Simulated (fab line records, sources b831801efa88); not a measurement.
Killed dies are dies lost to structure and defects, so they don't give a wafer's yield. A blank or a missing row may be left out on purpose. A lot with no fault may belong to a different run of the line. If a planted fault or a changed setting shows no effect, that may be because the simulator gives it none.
Matching of chambers / flow gf180mcu / cmp-02 running GF_STI_CMP_25: 4 sister chambers
The step polishes, stops on Si3N4, t overpolish 33 s, target thk 524.6 nm. 4 wafers are shown with their chamber, then 7 later ones without.

## EACH WAFER AND ITS CHAMBER
wafer=L196.2; chamber=2; motor_current_A (A)=11.2
wafer=L210.5; chamber=1; motor_current_A (A)=10.3
wafer=L212.1; chamber=0; motor_current_A (A)=12.7
wafer=L212.3; chamber=3; motor_current_A (A)=13.8

## WAFERS WHOSE CHAMBER IS MISSING
wafer=L212.6; motor_current_A (A)=10.3
wafer=L213.1; motor_current_A (A)=12.0
wafer=L213.4; motor_current_A (A)=14.0
wafer=L213.6; motor_current_A (A)=12.7
wafer=L215.2; motor_current_A (A)=10.6
wafer=L215.3; motor_current_A (A)=12.0
wafer=L215.4; motor_current_A (A)=13.5

## THE CHAMBER EACH PASSED THROUGH
wafer=L212.6; from the rows above=1; in truth=1
wafer=L213.1; from the rows above=can't be placed: 0 or 2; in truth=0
wafer=L213.4; from the rows above=3; in truth=3
wafer=L213.6; from the rows above=0; in truth=0
wafer=L215.2; from the rows above=can't be placed: 1 or 2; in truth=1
wafer=L215.3; from the rows above=can't be placed: 0 or 2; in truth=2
wafer=L215.4; from the rows above=can't be placed: 3 or 0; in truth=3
Placed correctly: 3 of 7. Not placeable from these rows: 4 (in 4, the candidates include the true chamber). 0 placed wrongly.
How it was worked out, from the rows above alone: a wafer's distance from a chamber is the root of the sum, over the readings, of the square of ((its reading less the chamber's mean) divided by the reading's scatter). The wafer belongs to the nearest chamber; if the next one is less than 2 further off, it can't be placed. For every chamber, the mean is computed from those of its wafers that are shown. The scatter: root of mean squared gap, hidden wafer to nearest shown wafer, with one shown wafer a chamber.
